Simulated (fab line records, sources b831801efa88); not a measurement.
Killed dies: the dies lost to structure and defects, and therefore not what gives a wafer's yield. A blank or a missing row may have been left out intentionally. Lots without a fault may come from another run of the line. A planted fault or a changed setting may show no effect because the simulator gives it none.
Matching of chambers | flow sky130 | SKY_PASSIVATION_CVD_00 on pecvd-03 has 3 sister chambers
The step deposits SiO2, target thk 90 nm. 14 wafers are shown with their chamber, then 7 later ones without.

== WAFERS, EACH WITH ITS CHAMBER ==
wafer  | chamber | heaterPowerOuterW (W) | heaterPowerW (W)
L208.1 | 1       | 413                   | 740
L208.4 | 2       | 412                   | 615
L208.6 | 0       | 419                   | 782
L211.2 | 0       | 367                   | 708
L211.4 | 0       | 374                   | 702
L211.6 | 1       | 375                   | 674
L212.1 | 0       | 448                   | 799
L212.3 | 2       | 497                   | 747
L212.6 | 0       | 328                   | 649
L214.2 | 0       | 404                   | 731
L214.5 | 1       | 441                   | 803
L214.6 | 0       | 400                   | 725
L227.3 | 0       | 456                   | 802
L227.4 | 0       | 324                   | 628

SIGNATURES (means of the wafers above)
reading           | chamber 0 | chamber 1 | chamber 2 | scatter within a chamber
heaterPowerOuterW | 391.11    | 409.67    | 454.50    | 46.4
heaterPowerW      | 725.11    | 739.00    | 681.00    | 65.9
Rule: distance of a wafer from a chamber = root of the sum over the readings of ((wafer's reading minus chamber's mean) / reading's scatter) squared. If the next closest chamber is less than 2 further off than the closest, the wafer can't be placed; otherwise it belongs to the closest. The scatter: the root of (the sum of the squares of (reading less its chamber's mean) over the shown wafers, divided by (wafers less chambers)).

== WAFERS WHOSE CHAMBER IS MISSING ==
wafer  | heaterPowerOuterW (W) | heaterPowerW (W)
L227.5 | 484                   | 708
L229.1 | 397                   | 705
L229.3 | 429                   | 797
L229.4 | 396                   | 696
L230.3 | 444                   | 785
L230.4 | 499                   | 723
L230.6 | 454                   | 804

== THE CHAMBER EACH PASSED THROUGH ==
wafer  | from the rows above          | in truth
L227.5 | can't be placed: 2 or 1 or 0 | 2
L229.1 | can't be placed: 0 or 1 or 2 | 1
L229.3 | can't be placed: 1 or 0 or 2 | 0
L229.4 | can't be placed: 0 or 1 or 2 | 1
L230.3 | can't be placed: 1 or 0 or 2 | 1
L230.4 | can't be placed: 2 or 1 or 0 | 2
L230.6 | can't be placed: 1 or 0 or 2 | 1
0 of 7 placed correctly. From these rows, 7 cannot be placed; in 7 the true chamber is one of the candidates. 0 placed wrongly.
